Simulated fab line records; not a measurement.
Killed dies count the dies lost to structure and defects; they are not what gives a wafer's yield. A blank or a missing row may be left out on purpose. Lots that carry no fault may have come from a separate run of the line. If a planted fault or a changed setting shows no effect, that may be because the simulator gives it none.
fab line records :: flow gf180mcu
[record]
  lots = 14
  wafers = 42
  last-day = 34
route steps=602 shown STI@13 LVPWELL@61 VT_IMPLANT@97
lots that met no fault: from a run of the same line without faults
start-h: hours from the record's opening day to when the first of the lot's shown wafers began :: wait-h: hours from the lot's prior step to this one :: " same as the row above :: L1.1+2: several wafers, shown together as one row :: - no value present, or no start provided :: * or withheld: withheld :: < > ~ a bound
route shown NAME@n: a module of which the file shows steps, and the number in the route of the first :: usual: average and standard deviation across the fault-free wafers :: same: alike in all rows :: chamber/n: place in a boat :: sites: per-site readings :: _std_site: how widely they spread, as a standard deviation :: _edge_site: mean of outer sites minus mean of inner sites :: radius-mm: how far each site lies from the wafer's centre :: mask NAME#n: copy n :: behind: tool/chamber where the wafer was last shaped :: hold: the reason the lot was held/the length of the hold in hours/how it ended :: device: the transistor (n, p or np) that didn't switch :: end of line: the same wafers' tests at the end of the route :: a step with no rows: only its recipe :: killed: not the wafer's yield, but the dies lost to structure and defects at the first sort :: map: dies across one wafer; x = killed, . = not, _ = none there
set.NAME: the setting the step ran with; set.NAME@STEP: the setting that earlier step ran with :: model.NAME: the simulator's own value behind a step, which no gauge read
one table for each step of the route and one row for each wafer, over a sample of lots
services: a tool's chamber out of use, with start hour (start-h, from the record's first day; less than 0 if before it), hours out, and reason
[[steps]]
[step GF_STI_CD_MEAS_12]
[recipe]
  target-cd-nm = 220
[usual]
  cd-nm = 219.9/1.1
lot.wafer: L690.3
tool: cd-sem-01
chamber: -
start-h: 25.71
wait-h: 0.2
cd-nm: 218.9

lot.wafer: L690.5
tool: cd-sem-01
chamber: -
start-h: 25.71
wait-h: 0.2
cd-nm: 218.9

lot.wafer: L690.6
tool: cd-sem-01
chamber: -
start-h: 25.71
wait-h: 0.2
cd-nm: 219.3

lot.wafer: L691.2
tool: cd-sem-01
chamber: -
start-h: 31.26
wait-h: 0.2
cd-nm: 222.6

lot.wafer: L691.3
tool: cd-sem-01
chamber: -
start-h: 31.26
wait-h: 0.2
cd-nm: 221.3

lot.wafer: L691.4
tool: cd-sem-01
chamber: -
start-h: 31.26
wait-h: 0.2
cd-nm: 220.7

lot.wafer: L692.3
tool: cd-sem-01
chamber: -
start-h: 35.74
wait-h: 0.1
cd-nm: 218.8

lot.wafer: L692.4
tool: cd-sem-01
chamber: -
start-h: 35.74
wait-h: 0.1
cd-nm: 219.7

lot.wafer: L692.5
tool: cd-sem-01
chamber: -
start-h: 35.74
wait-h: 0.1
cd-nm: 220.4

lot.wafer: L693.2
tool: cd-sem-01
chamber: -
start-h: 41.31
wait-h: 0.2
cd-nm: 219.5

lot.wafer: L693.3
tool: cd-sem-01
chamber: -
start-h: 41.31
wait-h: 0.2
cd-nm: 219.1

lot.wafer: L693.6
tool: cd-sem-01
chamber: -
start-h: 41.31
wait-h: 0.2
cd-nm: 220.5

lot.wafer: L695.1
tool: cd-sem-01
chamber: -
start-h: 52.49
wait-h: 0.1
cd-nm: 219.5

lot.wafer: L695.3
tool: cd-sem-01
chamber: -
start-h: 52.49
wait-h: 0.1
cd-nm: 219.7

lot.wafer: L695.4
tool: cd-sem-01
chamber: -
start-h: 52.49
wait-h: 0.1
cd-nm: 220.9

lot.wafer: L696.1
tool: cd-sem-02
chamber: -
start-h: 57.44
wait-h: 0.1
cd-nm: 218.4

lot.wafer: L696.3
tool: cd-sem-02
chamber: -
start-h: 57.44
wait-h: 0.1
cd-nm: 218.2

lot.wafer: L696.4
tool: cd-sem-02
chamber: -
start-h: 57.44
wait-h: 0.1
cd-nm: 219.0

lot.wafer: L698.3
tool: cd-sem-01
chamber: -
start-h: 67.33
wait-h: 0.1
cd-nm: 219.7

lot.wafer: L698.4
tool: cd-sem-01
chamber: -
start-h: 67.33
wait-h: 0.1
cd-nm: 220.1

lot.wafer: L698.5
tool: cd-sem-01
chamber: -
start-h: 67.33
wait-h: 0.1
cd-nm: 220.5

lot.wafer: L701.4
tool: cd-sem-01
chamber: -
start-h: 82.95
wait-h: 0.1
cd-nm: 220.0

lot.wafer: L701.5
tool: cd-sem-01
chamber: -
start-h: 82.95
wait-h: 0.1
cd-nm: 219.7

lot.wafer: L701.6
tool: cd-sem-01
chamber: -
start-h: 82.95
wait-h: 0.1
cd-nm: 221.2

lot.wafer: L703.1
tool: cd-sem-01
chamber: -
start-h: 93.19
wait-h: 0.1
cd-nm: 221.5

lot.wafer: L703.2
tool: cd-sem-01
chamber: -
start-h: 93.19
wait-h: 0.1
cd-nm: 220.9

lot.wafer: L703.3
tool: cd-sem-01
chamber: -
start-h: 93.19
wait-h: 0.1
cd-nm: 221.2

lot.wafer: L705.2
tool: cd-sem-02
chamber: -
start-h: 103.71
wait-h: 0.1
cd-nm: 220.3

lot.wafer: L705.5
tool: cd-sem-02
chamber: -
start-h: 103.71
wait-h: 0.1
cd-nm: 220.9

lot.wafer: L705.6
tool: cd-sem-02
chamber: -
start-h: 103.71
wait-h: 0.1
cd-nm: 220.5

lot.wafer: L707.1
tool: cd-sem-01
chamber: -
start-h: 113.19
wait-h: 0.1
cd-nm: 218.4

lot.wafer: L707.2
tool: cd-sem-01
chamber: -
start-h: 113.19
wait-h: 0.1
cd-nm: 217.9

lot.wafer: L707.4
tool: cd-sem-01
chamber: -
start-h: 113.19
wait-h: 0.1
cd-nm: 218.0

lot.wafer: L708.2
tool: cd-sem-02
chamber: -
start-h: 118.42
wait-h: 0.1
cd-nm: 218.6

lot.wafer: L708.3
tool: cd-sem-02
chamber: -
start-h: 118.42
wait-h: 0.1
cd-nm: 218.8

lot.wafer: L708.5
tool: cd-sem-02
chamber: -
start-h: 118.42
wait-h: 0.1
cd-nm: 219.6

lot.wafer: L709.2
tool: cd-sem-01
chamber: -
start-h: 123.81
wait-h: 0.1
cd-nm: 221.4

lot.wafer: L709.5
tool: cd-sem-01
chamber: -
start-h: 123.81
wait-h: 0.1
cd-nm: 221.8

lot.wafer: L709.6
tool: cd-sem-01
chamber: -
start-h: 123.81
wait-h: 0.1
cd-nm: 222.0

lot.wafer: L713.1
tool: cd-sem-02
chamber: -
start-h: 143.70
wait-h: 0.1
cd-nm: 217.6

lot.wafer: L713.4
tool: cd-sem-02
chamber: -
start-h: 143.70
wait-h: 0.1
cd-nm: 216.8

lot.wafer: L713.6
tool: cd-sem-02
chamber: -
start-h: 143.70
wait-h: 0.1
cd-nm: 218.8
[step GF_LVPWELL_OVL_MEAS_07]
[usual]
  LVPWELL_OVL = -0.6/1.2
lot.wafer: L690.3
tool: overlay-02
chamber: -
start-h: 68.31
wait-h: -
LVPWELL_OVL[nm]: -2.6

lot.wafer: L690.5
tool: overlay-02
chamber: -
start-h: 68.31
wait-h: -
LVPWELL_OVL[nm]: -0.4

lot.wafer: L690.6
tool: overlay-02
chamber: -
start-h: 68.31
wait-h: -
LVPWELL_OVL[nm]: 0.3

lot.wafer: L691.2
tool: overlay-01
chamber: -
start-h: 74.52
wait-h: -
LVPWELL_OVL[nm]: -1.5

lot.wafer: L691.3
tool: overlay-01
chamber: -
start-h: 74.52
wait-h: -
LVPWELL_OVL[nm]: -0.5

lot.wafer: L691.4
tool: overlay-01
chamber: -
start-h: 74.52
wait-h: -
LVPWELL_OVL[nm]: -0.9

lot.wafer: L692.3
tool: overlay-02
chamber: -
start-h: 80.81
wait-h: -
LVPWELL_OVL[nm]: 0.0

lot.wafer: L692.4
tool: overlay-02
chamber: -
start-h: 80.81
wait-h: -
LVPWELL_OVL[nm]: 0.6

lot.wafer: L692.5
tool: overlay-02
chamber: -
start-h: 80.81
wait-h: -
LVPWELL_OVL[nm]: 0.6

lot.wafer: L693.2
tool: overlay-02
chamber: -
start-h: 85.19
wait-h: -
LVPWELL_OVL[nm]: -0.5

lot.wafer: L693.3
tool: overlay-02
chamber: -
start-h: 85.19
wait-h: -
LVPWELL_OVL[nm]: -1.3

lot.wafer: L693.6
tool: overlay-02
chamber: -
start-h: 85.19
wait-h: -
LVPWELL_OVL[nm]: 0.4

lot.wafer: L695.1
tool: overlay-02
chamber: -
start-h: 100.59
wait-h: -
LVPWELL_OVL[nm]: 0.9

lot.wafer: L695.3
tool: overlay-02
chamber: -
start-h: 100.59
wait-h: -
LVPWELL_OVL[nm]: -0.4

lot.wafer: L695.4
tool: overlay-02
chamber: -
start-h: 100.59
wait-h: -
LVPWELL_OVL[nm]: 0.8

lot.wafer: L696.1
tool: overlay-01
chamber: -
start-h: 110.94
wait-h: -
LVPWELL_OVL[nm]: 2.6

lot.wafer: L696.3
tool: overlay-01
chamber: -
start-h: 110.94
wait-h: -
LVPWELL_OVL[nm]: 0.4

lot.wafer: L696.4
tool: overlay-01
chamber: -
start-h: 110.94
wait-h: -
LVPWELL_OVL[nm]: 1.2

lot.wafer: L698.3
tool: overlay-01
chamber: -
start-h: 114.31
wait-h: -
LVPWELL_OVL[nm]: 2.6

lot.wafer: L698.4
tool: overlay-01
chamber: -
start-h: 114.31
wait-h: -
LVPWELL_OVL[nm]: -0.5

lot.wafer: L698.5
tool: overlay-01
chamber: -
start-h: 114.31
wait-h: -
LVPWELL_OVL[nm]: 1.0

lot.wafer: L701.4
tool: overlay-01
chamber: -
start-h: 132.11
wait-h: -
LVPWELL_OVL[nm]: -0.8

lot.wafer: L701.5
tool: overlay-01
chamber: -
start-h: 132.11
wait-h: -
LVPWELL_OVL[nm]: -0.4

lot.wafer: L701.6
tool: overlay-01
chamber: -
start-h: 132.11
wait-h: -
LVPWELL_OVL[nm]: -0.5

lot.wafer: L703.1
tool: overlay-01
chamber: -
start-h: 142.69
wait-h: -
LVPWELL_OVL[nm]: -1.9

lot.wafer: L703.2
tool: overlay-01
chamber: -
start-h: 142.69
wait-h: -
LVPWELL_OVL[nm]: -2.6

lot.wafer: L703.3
tool: overlay-01
chamber: -
start-h: 142.69
wait-h: -
LVPWELL_OVL[nm]: -2.0

lot.wafer: L705.2
tool: overlay-01
chamber: -
start-h: 156.57
wait-h: -
LVPWELL_OVL[nm]: -1.4

lot.wafer: L705.5
tool: overlay-01
chamber: -
start-h: 156.57
wait-h: -
LVPWELL_OVL[nm]: -2.0

lot.wafer: L705.6
tool: overlay-01
chamber: -
start-h: 156.57
wait-h: -
LVPWELL_OVL[nm]: -2.0

lot.wafer: L707.1
tool: overlay-01
chamber: -
start-h: 165.59
wait-h: -
LVPWELL_OVL[nm]: -0.5

lot.wafer: L707.2
tool: overlay-01
chamber: -
start-h: 165.59
wait-h: -
LVPWELL_OVL[nm]: 0.4

lot.wafer: L707.4
tool: overlay-01
chamber: -
start-h: 165.59
wait-h: -
LVPWELL_OVL[nm]: -1.6

lot.wafer: L708.2
tool: overlay-02
chamber: -
start-h: 171.47
wait-h: -
LVPWELL_OVL[nm]: -1.0

lot.wafer: L708.3
tool: overlay-02
chamber: -
start-h: 171.47
wait-h: -
LVPWELL_OVL[nm]: -0.8

lot.wafer: L708.5
tool: overlay-02
chamber: -
start-h: 171.47
wait-h: -
LVPWELL_OVL[nm]: 0.0

lot.wafer: L709.2
tool: overlay-01
chamber: -
start-h: 176.35
wait-h: -
LVPWELL_OVL[nm]: -3.0

lot.wafer: L709.5
tool: overlay-01
chamber: -
start-h: 176.35
wait-h: -
LVPWELL_OVL[nm]: -0.2

lot.wafer: L709.6
tool: overlay-01
chamber: -
start-h: 176.35
wait-h: -
LVPWELL_OVL[nm]: -2.9

lot.wafer: L713.1
tool: overlay-01
chamber: -
start-h: 198.69
wait-h: -
LVPWELL_OVL[nm]: -1.4

lot.wafer: L713.4
tool: overlay-01
chamber: -
start-h: 198.69
wait-h: -
LVPWELL_OVL[nm]: -0.1

lot.wafer: L713.6
tool: overlay-01
chamber: -
start-h: 198.69
wait-h: -
LVPWELL_OVL[nm]: -0.9
[step GF_VT_IMPLANT_OVL_MEAS_07]
[usual]
  VT_IMPLANT_OVL = -0.4/1.5
lot.wafer: L690.3
tool: overlay-01
chamber: -
start-h: 110.67
wait-h: 0.1
VT_IMPLANT_OVL[nm]: 2.0

lot.wafer: L690.5
tool: overlay-01
chamber: -
start-h: 110.67
wait-h: 0.1
VT_IMPLANT_OVL[nm]: 1.8

lot.wafer: L690.6
tool: overlay-01
chamber: -
start-h: 110.67
wait-h: 0.1
VT_IMPLANT_OVL[nm]: -0.6

lot.wafer: L691.2
tool: overlay-01
chamber: -
start-h: 118.71
wait-h: 0.1
VT_IMPLANT_OVL[nm]: -1.9

lot.wafer: L691.3
tool: overlay-01
chamber: -
start-h: 118.71
wait-h: 0.1
VT_IMPLANT_OVL[nm]: -0.4

lot.wafer: L691.4
tool: overlay-01
chamber: -
start-h: 118.71
wait-h: 0.1
VT_IMPLANT_OVL[nm]: 1.8

lot.wafer: L692.3
tool: overlay-01
chamber: -
start-h: 125.15
wait-h: 0.1
VT_IMPLANT_OVL[nm]: 1.8

lot.wafer: L692.4
tool: overlay-01
chamber: -
start-h: 125.15
wait-h: 0.1
VT_IMPLANT_OVL[nm]: -0.7

lot.wafer: L692.5
tool: overlay-01
chamber: -
start-h: 125.15
wait-h: 0.1
VT_IMPLANT_OVL[nm]: 0.6

lot.wafer: L693.2
tool: overlay-01
chamber: -
start-h: 130.36
wait-h: 0.1
VT_IMPLANT_OVL[nm]: -0.8

lot.wafer: L693.3
tool: overlay-01
chamber: -
start-h: 130.36
wait-h: 0.1
VT_IMPLANT_OVL[nm]: 0.5

lot.wafer: L693.6
tool: overlay-01
chamber: -
start-h: 130.36
wait-h: 0.1
VT_IMPLANT_OVL[nm]: 1.1

lot.wafer: L695.1
tool: overlay-01
chamber: -
start-h: 146.84
wait-h: 0.1
VT_IMPLANT_OVL[nm]: 1.7

lot.wafer: L695.3
tool: overlay-01
chamber: -
start-h: 146.84
wait-h: 0.1
VT_IMPLANT_OVL[nm]: 3.7

lot.wafer: L695.4
tool: overlay-01
chamber: -
start-h: 146.84
wait-h: 0.1
VT_IMPLANT_OVL[nm]: 1.5

lot.wafer: L696.1
tool: overlay-01
chamber: -
start-h: 158.14
wait-h: 0.1
VT_IMPLANT_OVL[nm]: -0.9

lot.wafer: L696.3
tool: overlay-01
chamber: -
start-h: 158.14
wait-h: 0.1
VT_IMPLANT_OVL[nm]: -1.0

lot.wafer: L696.4
tool: overlay-01
chamber: -
start-h: 158.14
wait-h: 0.1
VT_IMPLANT_OVL[nm]: 1.2

lot.wafer: L698.3
tool: overlay-01
chamber: -
start-h: 161.36
wait-h: 0.1
VT_IMPLANT_OVL[nm]: 1.7

lot.wafer: L698.4
tool: overlay-01
chamber: -
start-h: 161.36
wait-h: 0.1
VT_IMPLANT_OVL[nm]: 0.0

lot.wafer: L698.5
tool: overlay-01
chamber: -
start-h: 161.36
wait-h: 0.1
VT_IMPLANT_OVL[nm]: 0.2

lot.wafer: L701.4
tool: overlay-02
chamber: -
start-h: 181.90
wait-h: 0.1
VT_IMPLANT_OVL[nm]: -0.4

lot.wafer: L701.5
tool: overlay-02
chamber: -
start-h: 181.90
wait-h: 0.1
VT_IMPLANT_OVL[nm]: -3.3

lot.wafer: L701.6
tool: overlay-02
chamber: -
start-h: 181.90
wait-h: 0.1
VT_IMPLANT_OVL[nm]: -0.7

lot.wafer: L703.1
tool: overlay-01
chamber: -
start-h: 193.30
wait-h: 0.1
VT_IMPLANT_OVL[nm]: -0.3

lot.wafer: L703.2
tool: overlay-01
chamber: -
start-h: 193.30
wait-h: 0.1
VT_IMPLANT_OVL[nm]: -0.6

lot.wafer: L703.3
tool: overlay-01
chamber: -
start-h: 193.30
wait-h: 0.1
VT_IMPLANT_OVL[nm]: -0.1

lot.wafer: L705.2
tool: overlay-01
chamber: -
start-h: 208.47
wait-h: 0.1
VT_IMPLANT_OVL[nm]: -1.5

lot.wafer: L705.5
tool: overlay-01
chamber: -
start-h: 208.47
wait-h: 0.1
VT_IMPLANT_OVL[nm]: -3.3

lot.wafer: L705.6
tool: overlay-01
chamber: -
start-h: 208.47
wait-h: 0.1
VT_IMPLANT_OVL[nm]: 1.3

lot.wafer: L707.1
tool: overlay-02
chamber: -
start-h: 218.76
wait-h: 0.1
VT_IMPLANT_OVL[nm]: -2.0

lot.wafer: L707.2
tool: overlay-02
chamber: -
start-h: 218.76
wait-h: 0.1
VT_IMPLANT_OVL[nm]: -2.8

lot.wafer: L707.4
tool: overlay-02
chamber: -
start-h: 218.76
wait-h: 0.1
VT_IMPLANT_OVL[nm]: -0.8

lot.wafer: L708.2
tool: overlay-01
chamber: -
start-h: 224.26
wait-h: 0.1
VT_IMPLANT_OVL[nm]: 3.0

lot.wafer: L708.3
tool: overlay-01
chamber: -
start-h: 224.26
wait-h: 0.1
VT_IMPLANT_OVL[nm]: 0.3

lot.wafer: L708.5
tool: overlay-01
chamber: -
start-h: 224.26
wait-h: 0.1
VT_IMPLANT_OVL[nm]: 0.5

lot.wafer: L709.2
tool: overlay-01
chamber: -
start-h: 230.52
wait-h: 0.1
VT_IMPLANT_OVL[nm]: -0.8

lot.wafer: L709.5
tool: overlay-01
chamber: -
start-h: 230.52
wait-h: 0.1
VT_IMPLANT_OVL[nm]: -2.6

lot.wafer: L709.6
tool: overlay-01
chamber: -
start-h: 230.52
wait-h: 0.1
VT_IMPLANT_OVL[nm]: -1.5

lot.wafer: L713.1
tool: overlay-02
chamber: -
start-h: 254.41
wait-h: 0.1
VT_IMPLANT_OVL[nm]: 1.0

lot.wafer: L713.4
tool: overlay-02
chamber: -
start-h: 254.41
wait-h: 0.1
VT_IMPLANT_OVL[nm]: -1.1

lot.wafer: L713.6
tool: overlay-02
chamber: -
start-h: 254.41
wait-h: 0.1
VT_IMPLANT_OVL[nm]: -1.9
[step GF_VT_IMPLANT_IMPLANT_41]
[recipe]
  species = As
  energy-kev = 70
  dose-cm2 = 1.013e+12
  tilt-deg = 7
[usual]
  beam-energy-keV = 69.996/0.021
lot.wafer: L690.3
tool: implanter-03
chamber: 0
start-h: 158.19
wait-h: 0.1
beam-energy-keV: 69.970

lot.wafer: L690.5
tool: implanter-03
chamber: 0
start-h: 158.19
wait-h: 0.1
beam-energy-keV: 69.955

lot.wafer: L690.6
tool: implanter-03
chamber: 0
start-h: 158.19
wait-h: 0.1
beam-energy-keV: 69.985

lot.wafer: L691.2
tool: implanter-01
chamber: 0
start-h: 166.27
wait-h: 0.0
beam-energy-keV: 69.989

lot.wafer: L691.3
tool: implanter-01
chamber: 0
start-h: 166.27
wait-h: 0.0
beam-energy-keV: 69.967

lot.wafer: L691.4
tool: implanter-01
chamber: 0
start-h: 166.27
wait-h: 0.0
beam-energy-keV: 69.939

lot.wafer: L692.3
tool: implanter-03
chamber: 0
start-h: 173.92
wait-h: 0.1
beam-energy-keV: 69.997

lot.wafer: L692.4
tool: implanter-03
chamber: 0
start-h: 173.92
wait-h: 0.1
beam-energy-keV: 69.986

lot.wafer: L692.5
tool: implanter-03
chamber: 0
start-h: 173.92
wait-h: 0.1
beam-energy-keV: 69.975

lot.wafer: L693.2
tool: implanter-01
chamber: 0
start-h: 179.41
wait-h: 0.0
beam-energy-keV: 70.005

lot.wafer: L693.3
tool: implanter-01
chamber: 0
start-h: 179.41
wait-h: 0.0
beam-energy-keV: 69.986

lot.wafer: L693.6
tool: implanter-01
chamber: 0
start-h: 179.41
wait-h: 0.0
beam-energy-keV: 70.000

lot.wafer: L695.1
tool: implanter-02
chamber: 0
start-h: 196.99
wait-h: 0.0
beam-energy-keV: 70.037

lot.wafer: L695.3
tool: implanter-02
chamber: 0
start-h: 196.99
wait-h: 0.0
beam-energy-keV: 70.014

lot.wafer: L695.4
tool: implanter-02
chamber: 0
start-h: 196.99
wait-h: 0.0
beam-energy-keV: 70.002

lot.wafer: L696.1
tool: implanter-02
chamber: 0
start-h: 210.05
wait-h: 0.0
beam-energy-keV: 69.986

lot.wafer: L696.3
tool: implanter-02
chamber: 0
start-h: 210.05
wait-h: 0.0
beam-energy-keV: 69.982

lot.wafer: L696.4
tool: implanter-02
chamber: 0
start-h: 210.05
wait-h: 0.0
beam-energy-keV: 70.011

lot.wafer: L698.3
tool: implanter-02
chamber: 0
start-h: 212.84
wait-h: 0.1
beam-energy-keV: 70.003

lot.wafer: L698.4
tool: implanter-02
chamber: 0
start-h: 212.84
wait-h: 0.1
beam-energy-keV: 70.018

lot.wafer: L698.5
tool: implanter-02
chamber: 0
start-h: 212.84
wait-h: 0.1
beam-energy-keV: 70.015

lot.wafer: L701.4
tool: implanter-03
chamber: 0
start-h: 236.22
wait-h: 0.1
beam-energy-keV: 89.988

lot.wafer: L701.5
tool: implanter-03
chamber: 0
start-h: 236.22
wait-h: 0.1
beam-energy-keV: 90.013

lot.wafer: L701.6
tool: implanter-03
chamber: 0
start-h: 236.22
wait-h: 0.1
beam-energy-keV: 89.994

lot.wafer: L703.1
tool: implanter-02
chamber: 0
start-h: 247.72
wait-h: 0.0
beam-energy-keV: 69.982

lot.wafer: L703.2
tool: implanter-02
chamber: 0
start-h: 247.72
wait-h: 0.0
beam-energy-keV: 69.990

lot.wafer: L703.3
tool: implanter-02
chamber: 0
start-h: 247.72
wait-h: 0.0
beam-energy-keV: 70.003

lot.wafer: L705.2
tool: implanter-03
chamber: 0
start-h: 263.54
wait-h: 0.0
beam-energy-keV: 89.992

lot.wafer: L705.5
tool: implanter-03
chamber: 0
start-h: 263.54
wait-h: 0.0
beam-energy-keV: 90.025

lot.wafer: L705.6
tool: implanter-03
chamber: 0
start-h: 263.54
wait-h: 0.0
beam-energy-keV: 90.007

lot.wafer: L707.1
tool: implanter-01
chamber: 0
start-h: 275.69
wait-h: 0.0
beam-energy-keV: 70.076

lot.wafer: L707.2
tool: implanter-01
chamber: 0
start-h: 275.69
wait-h: 0.0
beam-energy-keV: 70.044

lot.wafer: L707.4
tool: implanter-01
chamber: 0
start-h: 275.69
wait-h: 0.0
beam-energy-keV: 70.006

lot.wafer: L708.2
tool: implanter-02
chamber: 0
start-h: 280.91
wait-h: 0.0
beam-energy-keV: 69.979

lot.wafer: L708.3
tool: implanter-02
chamber: 0
start-h: 280.91
wait-h: 0.0
beam-energy-keV: 69.978

lot.wafer: L708.5
tool: implanter-02
chamber: 0
start-h: 280.91
wait-h: 0.0
beam-energy-keV: 69.999

lot.wafer: L709.2
tool: implanter-01
chamber: 0
start-h: 288.51
wait-h: 0.0
beam-energy-keV: 70.017

lot.wafer: L709.5
tool: implanter-01
chamber: 0
start-h: 288.51
wait-h: 0.0
beam-energy-keV: 70.015

lot.wafer: L709.6
tool: implanter-01
chamber: 0
start-h: 288.51
wait-h: 0.0
beam-energy-keV: 70.034

lot.wafer: L713.1
tool: implanter-03
chamber: 0
start-h: 314.74
wait-h: 0.0
beam-energy-keV: 69.977

lot.wafer: L713.4
tool: implanter-03
chamber: 0
start-h: 314.74
wait-h: 0.0
beam-energy-keV: 69.974

lot.wafer: L713.6
tool: implanter-03
chamber: 0
start-h: 314.74
wait-h: 0.0
beam-energy-keV: 70.000
[step GF_VT_IMPLANT_TW_MEAS_43]
[usual]
  VT_IMPLANT_4_TW = 689/6.7
lot.wafer: L690.3
tool: film-metro-03
chamber: -
start-h: 158.41
wait-h: 0.1
VT_IMPLANT_4_TW: 694

lot.wafer: L690.5
tool: film-metro-03
chamber: -
start-h: 158.41
wait-h: 0.1
VT_IMPLANT_4_TW: 695

lot.wafer: L690.6
tool: film-metro-03
chamber: -
start-h: 158.41
wait-h: 0.1
VT_IMPLANT_4_TW: 697

lot.wafer: L691.2
tool: film-metro-02
chamber: -
start-h: 166.51
wait-h: 0.1
VT_IMPLANT_4_TW: 678

lot.wafer: L691.3
tool: film-metro-02
chamber: -
start-h: 166.51
wait-h: 0.1
VT_IMPLANT_4_TW: 683

lot.wafer: L691.4
tool: film-metro-02
chamber: -
start-h: 166.51
wait-h: 0.1
VT_IMPLANT_4_TW: 683

lot.wafer: L692.3
tool: film-metro-03
chamber: -
start-h: 174.14
wait-h: 0.1
VT_IMPLANT_4_TW: 690

lot.wafer: L692.4
tool: film-metro-03
chamber: -
start-h: 174.14
wait-h: 0.1
VT_IMPLANT_4_TW: 694

lot.wafer: L692.5
tool: film-metro-03
chamber: -
start-h: 174.14
wait-h: 0.1
VT_IMPLANT_4_TW: 695

lot.wafer: L693.2
tool: film-metro-04
chamber: -
start-h: 179.65
wait-h: 0.1
VT_IMPLANT_4_TW: 690

lot.wafer: L693.3
tool: film-metro-04
chamber: -
start-h: 179.65
wait-h: 0.1
VT_IMPLANT_4_TW: 694

lot.wafer: L693.6
tool: film-metro-04
chamber: -
start-h: 179.65
wait-h: 0.1
VT_IMPLANT_4_TW: 691

lot.wafer: L695.1
tool: film-metro-03
chamber: -
start-h: 197.24
wait-h: 0.1
VT_IMPLANT_4_TW: 699

lot.wafer: L695.3
tool: film-metro-03
chamber: -
start-h: 197.24
wait-h: 0.1
VT_IMPLANT_4_TW: 699

lot.wafer: L695.4
tool: film-metro-03
chamber: -
start-h: 197.24
wait-h: 0.1
VT_IMPLANT_4_TW: 700

lot.wafer: L696.1
tool: film-metro-02
chamber: -
start-h: 210.30
wait-h: 0.1
VT_IMPLANT_4_TW: 679

lot.wafer: L696.3
tool: film-metro-02
chamber: -
start-h: 210.30
wait-h: 0.1
VT_IMPLANT_4_TW: 681

lot.wafer: L696.4
tool: film-metro-02
chamber: -
start-h: 210.30
wait-h: 0.1
VT_IMPLANT_4_TW: 678

lot.wafer: L698.3
tool: film-metro-03
chamber: -
start-h: 213.06
wait-h: 0.1
VT_IMPLANT_4_TW: 697

lot.wafer: L698.4
tool: film-metro-03
chamber: -
start-h: 213.06
wait-h: 0.1
VT_IMPLANT_4_TW: 694

lot.wafer: L698.5
tool: film-metro-03
chamber: -
start-h: 213.06
wait-h: 0.1
VT_IMPLANT_4_TW: 700

lot.wafer: L701.4
tool: film-metro-04
chamber: -
start-h: 236.43
wait-h: 0.1
VT_IMPLANT_4_TW: 743

lot.wafer: L701.5
tool: film-metro-04
chamber: -
start-h: 236.43
wait-h: 0.1
VT_IMPLANT_4_TW: 746

lot.wafer: L701.6
tool: film-metro-04
chamber: -
start-h: 236.43
wait-h: 0.1
VT_IMPLANT_4_TW: 745

lot.wafer: L703.1
tool: film-metro-02
chamber: -
start-h: 247.97
wait-h: 0.1
VT_IMPLANT_4_TW: 690

lot.wafer: L703.2
tool: film-metro-02
chamber: -
start-h: 247.97
wait-h: 0.1
VT_IMPLANT_4_TW: 688

lot.wafer: L703.3
tool: film-metro-02
chamber: -
start-h: 247.97
wait-h: 0.1
VT_IMPLANT_4_TW: 690

lot.wafer: L705.2
tool: film-metro-02
chamber: -
start-h: 263.78
wait-h: 0.1
VT_IMPLANT_4_TW: 737

lot.wafer: L705.5
tool: film-metro-02
chamber: -
start-h: 263.78
wait-h: 0.1
VT_IMPLANT_4_TW: 740

lot.wafer: L705.6
tool: film-metro-02
chamber: -
start-h: 263.78
wait-h: 0.1
VT_IMPLANT_4_TW: 741

lot.wafer: L707.1
tool: film-metro-03
chamber: -
start-h: 275.94
wait-h: 0.1
VT_IMPLANT_4_TW: 693

lot.wafer: L707.2
tool: film-metro-03
chamber: -
start-h: 275.94
wait-h: 0.1
VT_IMPLANT_4_TW: 694

lot.wafer: L707.4
tool: film-metro-03
chamber: -
start-h: 275.94
wait-h: 0.1
VT_IMPLANT_4_TW: 691

lot.wafer: L708.2
tool: film-metro-02
chamber: -
start-h: 281.15
wait-h: 0.1
VT_IMPLANT_4_TW: 680

lot.wafer: L708.3
tool: film-metro-02
chamber: -
start-h: 281.15
wait-h: 0.1
VT_IMPLANT_4_TW: 683

lot.wafer: L708.5
tool: film-metro-02
chamber: -
start-h: 281.15
wait-h: 0.1
VT_IMPLANT_4_TW: 683

lot.wafer: L709.2
tool: film-metro-02
chamber: -
start-h: 288.75
wait-h: 0.1
VT_IMPLANT_4_TW: 680

lot.wafer: L709.5
tool: film-metro-02
chamber: -
start-h: 288.75
wait-h: 0.1
VT_IMPLANT_4_TW: 677

lot.wafer: L709.6
tool: film-metro-02
chamber: -
start-h: 288.75
wait-h: 0.1
VT_IMPLANT_4_TW: 681

lot.wafer: L713.1
tool: film-metro-04
chamber: -
start-h: 314.99
wait-h: 0.1
VT_IMPLANT_4_TW: 688

lot.wafer: L713.4
tool: film-metro-04
chamber: -
start-h: 314.99
wait-h: 0.1
VT_IMPLANT_4_TW: 693

lot.wafer: L713.6
tool: film-metro-04
chamber: -
start-h: 314.99
wait-h: 0.1
VT_IMPLANT_4_TW: 693
[[services]]
tool: implanter-03
chamber: -
start-h: 147.92
hours: 9.1
kind: repair

tool: implanter-01
chamber: -
start-h: 168.01
hours: 1.1
kind: repair

tool: implanter-01
chamber: -
start-h: 171.31
hours: 5.7
kind: pm

tool: implanter-03
chamber: -
start-h: 187.07
hours: 8.7
kind: pm

tool: implanter-03
chamber: -
start-h: 207.47
hours: 3.5
kind: pm

tool: implanter-01
chamber: -
start-h: 264.00
hours: 0.6
kind: repair

tool: implanter-01
chamber: -
start-h: 265.53
hours: 2.9
kind: repair

tool: implanter-02
chamber: -
start-h: 269.16
hours: 0.5
kind: repair

tool: implanter-01
chamber: -
start-h: 291.05
hours: 27.2
kind: pm
[[key]]
[first-sign]
  step = GF_VT_IMPLANT_IMPLANT_41
  reading = beam-energy-keV
  direction = up
  sigmas = 99+
  usual = 69.996
  struck = 90.003
[effect]
  step = GF_VT_IMPLANT_TW_MEAS_43
  reading = VT_IMPLANT_4_TW
  direction = up
  sigmas = 7.9
  usual = 689
  struck = 742
met-at GF_VT_IMPLANT_IMPLANT_41
struck-lots L701,L705
tester-left-out L701,L705
not-acting-at GF_STI_CD_MEAS_12,GF_LVPWELL_OVL_MEAS_07,GF_VT_IMPLANT_OVL_MEAS_07
onset-between 173.92 236.22
[fault]
  kind = process-parameter-drift
  tool = implanter-03
  chamber = -
  onset-h = 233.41
  steps = GF_VT_IMPLANT_IMPLANT_41
  channel = energy-kev
  offset = 19.999
  shape = step
  end-h = 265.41
  acts-in = these-recipes-only
  stated = 70
// tester-left-out: of these lots the tester's yield and bins aren't shown, on N5 and GAA mostly nor the transistor test; their killed dies are dies lost to structure and defects alone, not to doping, threshold or leakage, so they don't give the yield
